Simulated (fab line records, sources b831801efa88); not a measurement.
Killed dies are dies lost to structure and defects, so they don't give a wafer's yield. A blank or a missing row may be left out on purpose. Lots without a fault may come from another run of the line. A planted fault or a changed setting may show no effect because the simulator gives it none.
Which tool did it? | flow sky130 | 12 lots, 34 wafers sampled, at 6 steps of a route of 708

WHAT THE GAUGES READ, wafer by wafer
The record holds no reading of a measuring or inspecting step that can be judged against a usual standard deviation.

WHICH TOOL RAN EACH LOT (tool, then ch and the chambers of the sampled wafers, then the start)
lot  | SKY_CONTACT_ETCH_18                | SKY_CONTACT_STRIP_19                 | SKY_METAL1_SPUTTER_02        | SKY_METAL1_SPUTTER_03        | SKY_METAL1_SPUTTER_04        | SKY_PAD_OPEN_PROBE_99
L904 | rie_diel-01 ch 0,2,3, day 32 17:00 | plasma_asher-01 ch 0,1, day 32 17:50 | pvd_sputter-03, day 32 19:05 | pvd_sputter-03, day 32 19:07 | pvd_sputter-03, day 32 19:08 | prober-01, day 46 16:45
L905 | rie_diel-04 ch 1,2,3, day 32 22:00 | plasma_asher-03 ch 0,1, day 32 22:13 | pvd_sputter-03, day 32 23:33 | pvd_sputter-03, day 32 23:34 | pvd_sputter-03, day 32 23:35 | prober-02, day 46 17:55
L906 | rie_diel-03 ch 1,2, day 33 01:00   | plasma_asher-03 ch 0,1, day 33 01:25 | pvd_sputter-03, day 33 02:43 | pvd_sputter-03, day 33 02:44 | pvd_sputter-03, day 33 02:46 | prober-01, day 46 22:11
L907 | rie_diel-01 ch 1,2, day 33 11:00   | plasma_asher-01 ch 0,1, day 33 12:04 | pvd_sputter-04, day 33 13:20 | pvd_sputter-04, day 33 13:22 | pvd_sputter-04, day 33 13:23 | prober-02, day 47 05:09
L908 | rie_diel-01 ch 1,2,3, day 34 08:00 | plasma_asher-04 ch 0,1, day 34 08:06 | pvd_sputter-02, day 34 09:26 | pvd_sputter-02, day 34 09:27 | pvd_sputter-02, day 34 09:28 | prober-02, day 47 22:49
L911 | rie_diel-04 ch 0,2, day 34 09:00   | plasma_asher-01 ch 0,1, day 34 09:49 | pvd_sputter-04, day 34 11:13 | pvd_sputter-04, day 34 11:14 | pvd_sputter-04, day 34 11:15 | prober-02, day 48 00:19
L912 | rie_diel-01 ch 1,2,3, day 34 14:00 | plasma_asher-01 ch 0,1, day 34 15:01 | pvd_sputter-04, day 34 16:23 | pvd_sputter-04, day 34 16:24 | pvd_sputter-04, day 34 16:25 | prober-01, day 48 02:08
L915 | rie_diel-01 ch 0,1,2, day 35 23:00 | plasma_asher-01 ch 0,1, day 35 23:28 | pvd_sputter-02, day 36 00:46 | pvd_sputter-02, day 36 00:47 | pvd_sputter-02, day 36 00:48 | prober-01, day 49 02:47
L916 | rie_diel-03 ch 1,2, day 36 05:00   | plasma_asher-04 ch 0,1, day 36 05:11 | pvd_sputter-02, day 36 06:32 | pvd_sputter-02, day 36 06:34 | pvd_sputter-02, day 36 06:34 | prober-01, day 49 06:24
L922 | rie_diel-03 ch 0,1, day 37 20:00   | plasma_asher-04 ch 1, day 37 20:44   | -                            | -                            | -                            | prober-01, day 50 09:17
L923 | rie_diel-03 ch 0,3, day 38 00:00   | plasma_asher-04 ch 0,1, day 38 00:44 | pvd_sputter-04, day 38 02:04 | pvd_sputter-04, day 38 02:06 | pvd_sputter-04, day 38 02:07 | prober-02, day 50 10:29
L924 | rie_diel-03 ch 0,1, day 38 05:00   | plasma_asher-04 ch 0, day 38 05:12   | -                            | -                            | -                            | prober-01, day 50 14:32
- SKY_CONTACT_ETCH_18: etches Si3N4 in CHF3/O2, stops on TiN, time 39 s, target depth 75 nm.
- SKY_CONTACT_STRIP_19: strips in O2/N2.
- SKY_METAL1_SPUTTER_02: material AlCu, target thk 250 nm, time 13.3 s.
- SKY_METAL1_SPUTTER_03: material Ti, target thk 5 nm, time 3.3 s.
- SKY_METAL1_SPUTTER_04: material TiN, target thk 70 nm, time 58.3 s.
- SKY_PAD_OPEN_PROBE_99

WHAT THE TOOLS THEMSELVES READ (means of the sampled wafers that have a number; where no wafer has one, the mark that the record gives instead)
SKY_CONTACT_ETCH_18.
lot  | tool        | drypump_motor_current_A (A) | oes_product_au (a.u.) | throttle_valve_pct (%)
L904 | rie_diel-01 | 6.1                         | 0.852                 | 8.785
L905 | rie_diel-04 | 5.8                         | 0.852                 | 8.790
L906 | rie_diel-03 | 5.8                         | 0.857                 | 8.791
L907 | rie_diel-01 | 6.5                         | 0.851                 | 8.783
L908 | rie_diel-01 | 6.3                         | 0.856                 | 8.797
L911 | rie_diel-04 | 5.9                         | 0.849                 | 8.795
L912 | rie_diel-01 | 6.3                         | 0.860                 | 8.801
L915 | rie_diel-01 | 6.4                         | 0.857                 | 8.790
L916 | rie_diel-03 | 5.9                         | 0.859                 | 8.793
L922 | rie_diel-03 | 5.8                         | 0.784                 | 8.787
L923 | rie_diel-03 | 5.8                         | 0.808                 | 8.781
L924 | rie_diel-03 | 5.7                         | 0.783                 | 8.774

SKY_CONTACT_STRIP_19.
lot  | tool            | drypump_motor_current_A (A) | oes_product_au (a.u.) | strip_time_to_endpoint_s (s)
L904 | plasma_asher-01 | 5.4                         | 0.380                 | 3.618
L905 | plasma_asher-03 | 5.7                         | 0.381                 | 3.589
L906 | plasma_asher-03 | 5.8                         | 0.381                 | 3.671
L907 | plasma_asher-01 | 5.5                         | 0.381                 | 3.616
L908 | plasma_asher-04 | 6.1                         | 0.376                 | 3.599
L911 | plasma_asher-01 | 5.4                         | 0.379                 | 3.619
L912 | plasma_asher-01 | 5.4                         | 0.379                 | 3.605
L915 | plasma_asher-01 | 5.5                         | 0.382                 | 3.614
L916 | plasma_asher-04 | 6.0                         | 0.382                 | 3.634
L922 | plasma_asher-04 | 6.4                         | 0.399                 | 3.901
L923 | plasma_asher-04 | 6.0                         | 0.391                 | 3.848
L924 | plasma_asher-04 | 5.8                         | 0.396                 | 3.943

SKY_METAL1_SPUTTER_02.
lot  | tool           | chamber_pressure_pa (Pa) | throttle_valve_pct (%)
L904 | pvd_sputter-03 | 0.4004                   | 28.6
L905 | pvd_sputter-03 | 0.4002                   | 29.4
L906 | pvd_sputter-03 | 0.3999                   | 28.7
L907 | pvd_sputter-04 | 0.3995                   | 30.1
L908 | pvd_sputter-02 | 0.3996                   | 29.6
L911 | pvd_sputter-04 | 0.3991                   | 30.1
L912 | pvd_sputter-04 | 0.4001                   | 30.1
L915 | pvd_sputter-02 | 0.3996                   | 29.9
L916 | pvd_sputter-02 | 0.3996                   | 29.5
L923 | pvd_sputter-04 | 0.3985                   | 30.5

SKY_METAL1_SPUTTER_03.
lot  | tool           | chamber_pressure_pa (Pa) | throttle_valve_pct (%)
L904 | pvd_sputter-03 | 0.4000                   | 28.6
L905 | pvd_sputter-03 | 0.4000                   | 29.3
L906 | pvd_sputter-03 | 0.4001                   | 28.8
L907 | pvd_sputter-04 | 0.4004                   | 30.0
L908 | pvd_sputter-02 | 0.4002                   | 29.5
L911 | pvd_sputter-04 | 0.3996                   | 29.9
L912 | pvd_sputter-04 | 0.4002                   | 30.2
L915 | pvd_sputter-02 | 0.3992                   | 29.8
L916 | pvd_sputter-02 | 0.3993                   | 29.3
L923 | pvd_sputter-04 | 0.3990                   | 30.7

SKY_METAL1_SPUTTER_04.
lot  | tool           | chamber_pressure_pa (Pa) | throttle_valve_pct (%)
L904 | pvd_sputter-03 | 0.4001                   | 28.7
L905 | pvd_sputter-03 | 0.3993                   | 29.3
L906 | pvd_sputter-03 | 0.4004                   | 28.6
L907 | pvd_sputter-04 | 0.3999                   | 29.9
L908 | pvd_sputter-02 | 0.4002                   | 29.7
L911 | pvd_sputter-04 | 0.3994                   | 30.0
L912 | pvd_sputter-04 | 0.3998                   | 30.2
L915 | pvd_sputter-02 | 0.4006                   | 29.7
L916 | pvd_sputter-02 | 0.4003                   | 29.5
L923 | pvd_sputter-04 | 0.4011                   | 30.6

SKY_PAD_OPEN_PROBE_99.
lot  | tool      | killed_at_M0_to_M3 | killed_at_M4_up | killed_at_contacts | killed_at_front_end | killed_at_other | killed_dies | killed_on_rim | killed_open | killed_short
L904 | prober-01 | 41                 | 3.7             | 27                 | 14                  | 0.3             | 86          | 16            | 46          | 39
L905 | prober-02 | 40                 | 3.0             | 18                 | 16                  | 0.0             | 77          | 14            | 41          | 36
L906 | prober-01 | 42                 | 2.3             | 22                 | 16                  | 0.0             | 83          | 17            | 42          | 41
L907 | prober-02 | 47                 | 1.7             | 27                 | 23                  | 0.3             | 99          | 19            | 47          | 52
L908 | prober-02 | 38                 | 2.3             | 27                 | 19                  | 0.0             | 86          | 17            | 52          | 34
L911 | prober-02 | 48                 | 4.3             | 23                 | 11                  | 0.0             | 86          | 13            | 46          | 39
L912 | prober-01 | 43                 | 3.3             | 23                 | 13                  | 0.0             | 82          | 13            | 43          | 40
L915 | prober-01 | 44                 | 2.0             | 19                 | 12                  | 0.0             | 77          | 16            | 42          | 35
L916 | prober-01 | 42                 | 4.7             | 29                 | 13                  | 0.0             | 89          | 16            | 45          | 43
L922 | prober-01 | 42                 | 2.5             | 430                | 16                  | 1.0             | 492         | 96            | 46          | 34
L923 | prober-02 | 35                 | 4.3             | 293                | 18                  | 0.3             | 351         | 69            | 43          | 32
L924 | prober-01 | 40                 | 5.0             | 433                | 13                  | 0.5             | 492         | 96            | 45          | 35

THE ANSWER, worked out from the rows above alone
Rule: what is usual is taken from the lots themselves. Put in order of their means at a reading, lots are off if they are a third of the lots or fewer, leave a main group of 4 or more, and stand apart from it by a gap of 3 or more times the standard deviation of the main group's means; of several such gaps the widest counts. A main group whose means are all the same, to the digits that the tables above print for the reading, isn't used. A lot without any number at a reading at which 4 lots or more have one is off too. The other lots that the step has rows for count as sound. The gauges are gone through in route order, then the tools' own readings, and for those a lot's mean is taken as printed above. The first step at which some lot is off is used, and at that step the reading that is off furthest; a lot without a number counts as furthest.
Off: L922, L923, L924, at SKY_CONTACT_ETCH_18 (oes_product_au). The main group: mean 0.855 a.u., standard deviation 0.0036.
A tool fits if, at that step or a process step before it, it ran every lot that is off, and no sound lot after the first of them. One fits: rie_diel-03 at SKY_CONTACT_ETCH_18. Its last sound lot is L916 (day 36 05:00), its first lot that is off L922 (day 37 20:00): a fault that began between those two fits.
The tool's own readings at SKY_CONTACT_ETCH_18 bear it out: on the lots that are off they differ by more than 5 times the standard deviation of the sound lots' means. oes_product_au reads 0.792 a.u. there against 0.855 a.u. on the sound lots.

WHAT THE SIMULATOR HAD PUT IN
Process parameter drift: rie_diel-03, from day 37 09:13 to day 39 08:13, at SKY_CONTACT_ETCH_18. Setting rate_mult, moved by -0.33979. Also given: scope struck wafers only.
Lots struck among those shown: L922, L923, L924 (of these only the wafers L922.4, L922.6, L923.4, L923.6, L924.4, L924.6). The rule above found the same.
